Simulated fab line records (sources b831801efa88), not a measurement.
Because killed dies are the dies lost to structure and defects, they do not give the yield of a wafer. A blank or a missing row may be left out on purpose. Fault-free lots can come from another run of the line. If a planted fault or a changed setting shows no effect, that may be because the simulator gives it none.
fab line records + flow sky130
record
- lots=13
- wafers=37
- last_day=50
route steps=708 shown FIELD_ISO@1 NWELL@77 VT_ADJUST_LVTN@106 PAD_OPEN@708
lots that met no fault: from a run of the same line without faults
start_h: hours from the record's opening day to when the first of the lot's shown wafers began + wait_h: how many hours have passed since the lot's step before this one + " as in the row above + L1.1+2: a row that stands for several wafers + - no value, or no start given + * or withheld: withheld + < > ~ a bound
route shown NAME@n: names a module that has steps shown in the file, with the first one's number in the route + usual: mean/standard deviation of fault-free wafers + same: alike in all rows + chamber/n: place in a boat + sites: the reading at each site + _std_site: standard deviation of those values + _edge_site: the outer-site mean with the inner-site mean subtracted + radius_mm: for every site, how far away it sits from the centre of the wafer + mask NAME#n: copy n + behind: the last tool/chamber to shape the wafer + hold: the reason the lot was held/the length of the hold in hours/how it ended + device: the n, p or np transistor that did not switch + end of line: at the end of the route, the tests of the same wafers + a step without rows: its recipe alone + killed: dies that structure and defects cost at the first sort, which is not the same as the wafer's yield + map: per-die view of a wafer (x killed, . not killed, _ where there is no die)
set.NAME: the setting as run; set.NAME@STEP: as run at that earlier step + model.NAME: the simulator's own value behind a step, which no gauge read
steps of the route over a sample of lots; a table a step, a row a wafer
services: from which hour (start_h, from the record's first day; less than 0 if before it) a tool's chamber was out of use, for how many hours, and why
## steps
# step SKY_FIELD_ISO_BOW_MEAS_00
# recipe
- mode=bow
# usual
- INCOMING_BOW=-1/6.9
| lot.wafer | tool          | chamber | start_h | wait_h | INCOMING_BOW[um] |
|-----------|---------------|---------|---------|--------|------------------|
| L181.1    | film_metro-02 | -       | 10.00   | -      | 3                |
| L181.4    | "             | -       | "       | "      | 3                |
| L181.6    | "             | -       | "       | "      | -14              |
| L185.1    | film_metro-01 | -       | 30.00   | -      | 14               |
| L185.2    | "             | -       | "       | "      | 8                |
| L185.6    | "             | -       | "       | "      | 1                |
| L186.1    | film_metro-04 | -       | 35.00   | -      | 7                |
| L186.3    | "             | -       | "       | "      | 1                |
| L186.4    | "             | -       | "       | "      | 0                |
| L187.1    | film_metro-04 | -       | 40.00   | -      | 5                |
| L187.5    | "             | -       | "       | "      | 5                |
| L187.6    | "             | -       | "       | "      | -5               |
| L188.1    | film_metro-04 | -       | 45.00   | -      | 7                |
| L188.3    | "             | -       | "       | "      | -1               |
| L188.5    | "             | -       | "       | "      | -12              |
| L189.1    | film_metro-04 | -       | 50.00   | -      | 7                |
| L189.4    | "             | -       | "       | "      | -4               |
| L189.5    | "             | -       | "       | "      | -1               |
| L190.1    | film_metro-01 | -       | 55.00   | -      | 11               |
| L190.3    | "             | -       | "       | "      | 2                |
| L190.6    | "             | -       | "       | "      | 11               |
| L191.2    | film_metro-04 | -       | 60.02   | -      | 14               |
| L191.3    | "             | -       | "       | "      | 3                |
| L191.4    | "             | -       | "       | "      | -8               |
| L193.3    | film_metro-04 | -       | 70.04   | -      | -12              |
| L193.5    | "             | -       | "       | "      | 6                |
| L194.3    | film_metro-01 | -       | 75.04   | -      | -1               |
| L194.6    | "             | -       | "       | "      | -3               |
| L202.2    | film_metro-02 | -       | 115.02  | -      | 6                |
| L202.3    | "             | -       | "       | "      | 9                |
| L202.4    | "             | -       | "       | "      | 1                |
| L203.3    | film_metro-01 | -       | 120.04  | -      | -7               |
| L203.4    | "             | -       | "       | "      | -7               |
| L203.5    | "             | -       | "       | "      | 1                |
| L204.2    | film_metro-02 | -       | 125.02  | -      | 16               |
| L204.3    | "             | -       | "       | "      | 1                |
| L204.6    | "             | -       | "       | "      | 1                |
# step SKY_FIELD_ISO_THK_MEAS_02
# recipe
- reads=SiO2_of_FIELD_ISO_OXIDATION_01
# usual
- FIELD_ISO_OXIDATION_00_THK=12.07/0.23
| lot.wafer | tool          | chamber | start_h | wait_h | FIELD_ISO_OXIDATION_00_THK[nm] |
|-----------|---------------|---------|---------|--------|--------------------------------|
| L181.1    | film_metro-02 | -       | 13.35   | 0.0    | 11.92                          |
| L181.4    | "             | -       | "       | "      | 11.70                          |
| L181.6    | "             | -       | "       | "      | 11.67                          |
| L185.1    | film_metro-01 | -       | 31.63   | 0.0    | 11.97                          |
| L185.2    | "             | -       | "       | "      | 11.82                          |
| L185.6    | "             | -       | "       | "      | 11.96                          |
| L186.1    | film_metro-04 | -       | 37.89   | 0.0    | 11.94                          |
| L186.3    | "             | -       | "       | "      | 11.88                          |
| L186.4    | "             | -       | "       | "      | 12.13                          |
| L187.1    | film_metro-01 | -       | 42.15   | 0.0    | 12.11                          |
| L187.5    | "             | -       | "       | "      | 12.20                          |
| L187.6    | "             | -       | "       | "      | 12.39                          |
| L188.1    | film_metro-01 | -       | 46.86   | 0.0    | 11.78                          |
| L188.3    | "             | -       | "       | "      | 11.94                          |
| L188.5    | "             | -       | "       | "      | 11.80                          |
| L189.1    | film_metro-02 | -       | 52.87   | 0.0    | 12.01                          |
| L189.4    | "             | -       | "       | "      | 11.87                          |
| L189.5    | "             | -       | "       | "      | 12.13                          |
| L190.1    | film_metro-04 | -       | 56.63   | 0.0    | 11.96                          |
| L190.3    | "             | -       | "       | "      | 11.92                          |
| L190.6    | "             | -       | "       | "      | 11.88                          |
| L191.2    | film_metro-02 | -       | 61.64   | 0.0    | 11.96                          |
| L191.3    | "             | -       | "       | "      | 12.00                          |
| L191.4    | "             | -       | "       | "      | 11.90                          |
| L193.3    | film_metro-04 | -       | 71.78   | 0.0    | 12.37                          |
| L193.5    | "             | -       | "       | "      | 12.33                          |
| L194.3    | film_metro-02 | -       | 77.54   | 0.0    | 12.12                          |
| L194.6    | "             | -       | "       | "      | 12.22                          |
| L202.2    | film_metro-01 | -       | 117.46  | 0.0    | 12.15                          |
| L202.3    | "             | -       | "       | "      | 12.20                          |
| L202.4    | "             | -       | "       | "      | 12.25                          |
| L203.3    | film_metro-01 | -       | 121.66  | 0.0    | 12.38                          |
| L203.4    | "             | -       | "       | "      | 12.27                          |
| L203.5    | "             | -       | "       | "      | 12.32                          |
| L204.2    | film_metro-02 | -       | 127.44  | 0.0    | 12.32                          |
| L204.3    | "             | -       | "       | "      | 12.00                          |
| L204.6    | "             | -       | "       | "      | 12.22                          |
# step SKY_NWELL_IMPLANT_24
# recipe
- species=B
- energy_kev=140
- dose_cm2=9.2e+12
- tilt_deg=withheld
# usual
- beam_on_s=10.00/0.19
- faraday_current_uA=51.9/1
| lot.wafer | tool         | chamber | start_h | wait_h | beam_on_s | faraday_current_uA |
|-----------|--------------|---------|---------|--------|-----------|--------------------|
| L181.1    | implanter-03 | 0       | 102.40  | 0.0    | 9.80      | 53.0               |
| L181.4    | "            | 0       | "       | "      | 9.79      | 53.1               |
| L181.6    | "            | 0       | "       | "      | 10.12     | 51.4               |
| L185.1    | implanter-01 | 0       | 129.55  | 0.0    | 10.04     | 51.6               |
| L185.2    | "            | 0       | "       | "      | 10.14     | 51.1               |
| L185.6    | "            | 0       | "       | "      | 9.76      | 53.0               |
| L186.1    | implanter-03 | 0       | 134.15  | 0.0    | 10.03     | 51.6               |
| L186.3    | "            | 0       | "       | "      | 9.59      | 54.1               |
| L186.4    | "            | 0       | "       | "      | 10.35     | 50.2               |
| L187.1    | implanter-03 | 0       | 140.20  | 0.0    | 9.72      | 53.7               |
| L187.5    | "            | 0       | "       | "      | 10.14     | 51.3               |
| L187.6    | "            | 0       | "       | "      | 10.12     | 51.1               |
| L188.1    | implanter-03 | 0       | 146.65  | 0.0    | 9.81      | 53.0               |
| L188.3    | "            | 0       | "       | "      | 9.69      | 53.7               |
| L188.5    | "            | 0       | "       | "      | 10.01     | 51.8               |
| L189.1    | implanter-02 | 0       | 152.10  | 0.0    | 9.77      | 53.0               |
| L189.4    | "            | 0       | "       | "      | 10.14     | 51.2               |
| L189.5    | "            | 0       | "       | "      | 9.98      | 51.9               |
| L190.1    | implanter-01 | 0       | 156.70  | 0.0    | 10.15     | 50.9               |
| L190.3    | "            | 0       | "       | "      | 10.12     | 51.1               |
| L190.6    | "            | 0       | "       | "      | 9.81      | 53.0               |
| L191.2    | implanter-02 | 0       | 164.77  | 0.0    | 9.83      | 52.8               |
| L191.3    | "            | 0       | "       | "      | 9.90      | 52.6               |
| L191.4    | "            | 0       | "       | "      | 10.20     | 51.1               |
| L193.3    | implanter-02 | 0       | 175.31  | 0.1    | 8.29      | 62.9               |
| L193.5    | "            | 0       | "       | "      | 9.83      | 52.6               |
| L194.3    | implanter-02 | 0       | 181.45  | 0.1    | 8.05      | 64.4               |
| L194.6    | "            | 0       | "       | "      | 10.05     | 51.5               |
| L202.2    | implanter-01 | 0       | 227.78  | 0.0    | 10.37     | 50.1               |
| L202.3    | "            | 0       | "       | "      | 9.89      | 52.5               |
| L202.4    | "            | 0       | "       | "      | 9.95      | 52.3               |
| L203.3    | implanter-03 | 0       | 234.80  | 0.1    | 9.56      | 54.3               |
| L203.4    | "            | 0       | "       | "      | 9.79      | 53.1               |
| L203.5    | "            | 0       | "       | "      | 9.94      | 52.1               |
| L204.2    | implanter-03 | 0       | 242.84  | 0.0    | 9.74      | 53.0               |
| L204.3    | "            | 0       | "       | "      | 9.93      | 52.2               |
| L204.6    | "            | 0       | "       | "      | 9.83      | 52.9               |
# step SKY_NWELL_TW_MEAS_26
# usual
- NWELL_2_TW=495/3.5
| lot.wafer | tool          | chamber | start_h | wait_h | NWELL_2_TW |
|-----------|---------------|---------|---------|--------|------------|
| L181.1    | film_metro-01 | -       | 102.65  | 0.1    | 500        |
| L181.4    | "             | -       | "       | "      | 503        |
| L181.6    | "             | -       | "       | "      | 500        |
| L185.1    | film_metro-03 | -       | 129.80  | 0.1    | 492        |
| L185.2    | "             | -       | "       | "      | 491        |
| L185.6    | "             | -       | "       | "      | 491        |
| L186.1    | film_metro-03 | -       | 134.40  | 0.1    | 493        |
| L186.3    | "             | -       | "       | "      | 489        |
| L186.4    | "             | -       | "       | "      | 493        |
| L187.1    | film_metro-03 | -       | 140.45  | 0.1    | 492        |
| L187.5    | "             | -       | "       | "      | 493        |
| L187.6    | "             | -       | "       | "      | 491        |
| L188.1    | film_metro-03 | -       | 146.90  | 0.1    | 495        |
| L188.3    | "             | -       | "       | "      | 496        |
| L188.5    | "             | -       | "       | "      | 496        |
| L189.1    | film_metro-03 | -       | 152.35  | 0.1    | 497        |
| L189.4    | "             | -       | "       | "      | 498        |
| L189.5    | "             | -       | "       | "      | 494        |
| L190.1    | film_metro-03 | -       | 156.95  | 0.1    | 496        |
| L190.3    | "             | -       | "       | "      | 499        |
| L190.6    | "             | -       | "       | "      | 497        |
| L191.2    | film_metro-03 | -       | 165.01  | 0.1    | 497        |
| L191.3    | "             | -       | "       | "      | 499        |
| L191.4    | "             | -       | "       | "      | 496        |
| L193.3    | film_metro-01 | -       | 175.53  | 0.1    | 472        |
| L193.5    | "             | -       | "       | "      | 503        |
| L194.3    | film_metro-03 | -       | 181.67  | 0.1    | 469        |
| L194.6    | "             | -       | "       | "      | 500        |
| L202.2    | film_metro-01 | -       | 228.01  | 0.1    | 500        |
| L202.3    | "             | -       | "       | "      | 499        |
| L202.4    | "             | -       | "       | "      | 499        |
| L203.3    | film_metro-04 | -       | 235.02  | 0.1    | 497        |
| L203.4    | "             | -       | "       | "      | 494        |
| L203.5    | "             | -       | "       | "      | 494        |
| L204.2    | film_metro-03 | -       | 243.07  | 0.1    | 496        |
| L204.3    | "             | -       | "       | "      | 495        |
| L204.6    | "             | -       | "       | "      | 497        |
# step SKY_VT_ADJUST_LVTN_STRIP_09
# recipe
- chemistry=O2/N2
- power_w=1400
- pressure_mtorr=1500
- platen_temp_c=withheld
- o2_flow_sccm=3000
- n2_flow_sccm=300
- overash_fraction=0.5
# usual
- drypump_motor_current_A=5.84/0.17
- o2_flow_sccm=3001/9
- oes_product_au=0.722/0.0047
- strip_time_to_endpoint_s=36.93/0.11
# same
- overash_fraction=0.5
| lot.wafer | tool            | chamber | start_h | wait_h | drypump_motor_current_A | o2_flow_sccm | oes_product_au | rf_hours_counter_h | strip_time_to_endpoint_s |
|-----------|-----------------|---------|---------|--------|-------------------------|--------------|----------------|--------------------|--------------------------|
| L181.1    | plasma_asher-01 | 1       | 140.45  | 0.1    | 5.94                    | 2991         | 0.728          | 2                  | 36.87                    |
| L181.4    | "               | 1       | "       | "      | 5.94                    | 2996         | 0.725          | -                  | 36.89                    |
| L181.6    | "               | 0       | "       | "      | 5.93                    | 3001         | 0.725          | -                  | 36.85                    |
| L185.1    | plasma_asher-02 | 0       | 169.86  | 0.1    | 6.02                    | 3006         | 0.722          | 35                 | 36.78                    |
| L185.2    | "               | 1       | "       | "      | 5.53                    | 3006         | 0.719          | 35                 | 36.80                    |
| L185.6    | "               | 0       | "       | "      | 5.99                    | 3008         | 0.720          | -                  | 36.73                    |
| L186.1    | plasma_asher-03 | 0       | 174.76  | 0.1    | 5.99                    | 3002         | 0.721          | 50                 | 37.01                    |
| L186.3    | "               | 0       | "       | "      | 6.00                    | 2990         | 0.720          | -                  | 36.96                    |
| L186.4    | "               | 1       | "       | "      | 5.63                    | 2991         | 0.721          | -                  | 36.97                    |
| L187.1    | plasma_asher-03 | 1       | 181.06  | 0.1    | 5.66                    | 3008         | 0.723          | 51                 | 36.92                    |
| L187.5    | "               | 0       | "       | "      | 5.97                    | 2992         | 0.722          | -                  | 36.86                    |
| L187.6    | "               | 1       | "       | "      | 5.65                    | 3004         | 0.726          | -                  | 36.80                    |
| L188.1    | plasma_asher-01 | 1       | 188.11  | 0.1    | 5.93                    | 3018         | 0.723          | 7                  | 36.96                    |
| L188.3    | "               | 1       | "       | "      | 5.94                    | 3017         | 0.719          | -                  | 36.94                    |
| L188.5    | "               | 0       | "       | "      | 5.90                    | 2999         | 0.722          | -                  | 36.89                    |
| L189.1    | plasma_asher-02 | 1       | 193.76  | 0.1    | 5.55                    | 2993         | 0.722          | 37                 | 37.08                    |
| L189.4    | "               | 1       | "       | "      | 5.57                    | 2985         | 0.724          | -                  | 37.07                    |
| L189.5    | "               | 0       | "       | "      | 5.98                    | 2995         | 0.720          | -                  | 36.95                    |
| L190.1    | plasma_asher-02 | 1       | 198.90  | 0.1    | 5.52                    | 3023         | 0.717          | 37                 | 37.17                    |
| L190.3    | "               | 0       | "       | "      | 6.00                    | 3012         | 0.715          | -                  | 37.10                    |
| L190.6    | "               | 1       | "       | "      | 5.55                    | 3004         | 0.728          | -                  | 37.01                    |
| L191.2    | plasma_asher-03 | 1       | 207.97  | 0.1    | 5.63                    | 3005         | 0.719          | 54                 | 36.81                    |
| L191.3    | "               | 1       | "       | "      | 5.66                    | 3016         | 0.722          | -                  | 36.94                    |
| L191.4    | "               | 0       | "       | "      | 5.97                    | 3006         | 0.723          | -                  | 37.03                    |
| L193.3    | plasma_asher-03 | 1       | 219.04  | 0.1    | 5.66                    | 2988         | 0.719          | -                  | 37.06                    |
| L193.5    | "               | 0       | "       | "      | 5.97                    | 2987         | 0.729          | -                  | 36.98                    |
| L194.3    | plasma_asher-01 | 0       | 226.44  | 0.1    | 5.91                    | 2991         | 0.716          | -                  | 37.07                    |
| L194.6    | "               | 1       | "       | "      | 5.94                    | 2997         | 0.728          | -                  | 36.98                    |
| L202.2    | plasma_asher-02 | 0       | 273.92  | 0.1    | 6.01                    | 2993         | 0.728          | 44                 | 36.93                    |
| L202.3    | "               | 1       | "       | "      | 5.56                    | 3004         | 0.724          | -                  | 36.98                    |
| L202.4    | "               | 0       | "       | "      | 5.99                    | 3005         | 0.712          | -                  | 36.92                    |
| L203.3    | plasma_asher-02 | 0       | 283.85  | 0.1    | 5.97                    | 2998         | 0.726          | -                  | 36.71                    |
| L203.4    | "               | 1       | "       | "      | 5.57                    | 3015         | 0.720          | -                  | 36.77                    |
| L203.5    | "               | 0       | "       | "      | 5.95                    | 2994         | 0.725          | -                  | 36.87                    |
| L204.2    | plasma_asher-03 | 1       | 291.87  | 0.1    | 5.64                    | 2995         | 0.725          | 62                 | 36.88                    |
| L204.3    | "               | 1       | "       | "      | 5.64                    | 2994         | 0.717          | -                  | 36.96                    |
| L204.6    | "               | 1       | "       | "      | 5.62                    | 2996         | 0.723          | -                  | 37.09                    |
# step SKY_PAD_OPEN_PROBE_99
# usual
- killed_at_M0_to_M3=43/6.4
- killed_at_M4_up=2.8/1.7
- killed_at_contacts=24/5.5
- killed_at_front_end=15/4
- killed_at_other=0.3/0.54
- killed_dies=86/9.1
- killed_open=47/6.6
- killed_short=39/6.2
# same
- gross_dies=492
- killed_at_back_side=0
| lot.wafer | tool      | chamber | start_h | wait_h | killed_at_M0_to_M3 | killed_at_M4_up | killed_at_contacts | killed_at_front_end | killed_at_other | killed_dies | killed_open | killed_short |
|-----------|-----------|---------|---------|--------|--------------------|-----------------|--------------------|---------------------|-----------------|-------------|-------------|--------------|
| L194.6    | prober-01 | -       | 1156.04 | 0.2    | 50                 | 4               | 29                 | 15                  | 0               | 98          | 56          | 42           |
# killed by level:class
L194.6 LI_CONTACT:geometric_particle:open=11 VIA1:geometric_particle:open=11 CONTACT:geometric_particle:open=10 METAL1:geometric_particle:short=9 VIA2:geometric_particle:open=8 POLY_GATE:geometric_particle:short=7 VIA1:geometric_particle:short=7 METAL2:geometric_particle:short=4
## services
| tool            | chamber | start_h | hours | kind       |
|-----------------|---------|---------|-------|------------|
| implanter-02    | -       | 80.95   | 3.1   | pm         |
| implanter-02    | -       | 85.04   | 2.7   | repair     |
| plasma_asher-01 | -       | 108.75  | 9.0   | pm         |
| plasma_asher-01 | 0       | 108.75  | 9.0   | vent_cycle |
| plasma_asher-01 | 1       | 108.75  | 9.0   | vent_cycle |
| plasma_asher-01 | 0       | 117.75  | -     | clean      |
| plasma_asher-01 | 1       | 117.75  | -     | clean      |
| plasma_asher-02 | -       | 128.84  | 5.3   | repair     |
| plasma_asher-01 | -       | 147.56  | 2.8   | pm         |
| implanter-03    | -       | 164.70  | 2.1   | pm         |
| plasma_asher-03 | -       | 166.17  | 0.8   | repair     |
| implanter-01    | -       | 177.97  | 5.4   | repair     |
| implanter-01    | -       | 198.40  | 4.2   | repair     |
| implanter-01    | -       | 245.49  | 2.8   | pm         |
| implanter-02    | -       | 253.37  | 0.8   | repair     |
| plasma_asher-02 | -       | 268.81  | 4.3   | pm         |
| plasma_asher-03 | -       | 277.76  | 0.3   | repair     |
| implanter-02    | -       | 278.65  | 0.7   | repair     |
## key
first_sign
- step=SKY_NWELL_IMPLANT_24
- reading=faraday_current_uA
- direction=up
- sigmas=12
- usual=51.9
- struck=63.6
effect
- step=SKY_NWELL_IMPLANT_24
- reading=beam_on_s
- direction=down
- sigmas=9.6
- usual=10.00
- struck=8.17
effect
- step=SKY_NWELL_TW_MEAS_26
- reading=NWELL_2_TW
- direction=down
- sigmas=7.2
- usual=495
- struck=471
met_at SKY_NWELL_IMPLANT_24
struck_lots L193,L194
struck_wafers L193.3,L194.3
tester_left_out L193,L194
not_acting_at SKY_FIELD_ISO_BOW_MEAS_00,SKY_FIELD_ISO_THK_MEAS_02,SKY_VT_ADJUST_LVTN_STRIP_09
onset_between 164.77 175.31
fault
- kind=process_parameter_drift
- tool=implanter-02
- chamber=-
- onset_h=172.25
- steps=SKY_NWELL_IMPLANT_24
- channel=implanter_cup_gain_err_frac
- offset=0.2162
- shape=step
- end_h=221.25
- scope=struck_wafers_only
# tester_left_out: of these lots the tester's yield and bins aren't shown, on N5 and GAA mostly nor the transistor test; their killed dies are dies lost to structure and defects alone, not to doping, threshold or leakage, so they don't give the yield
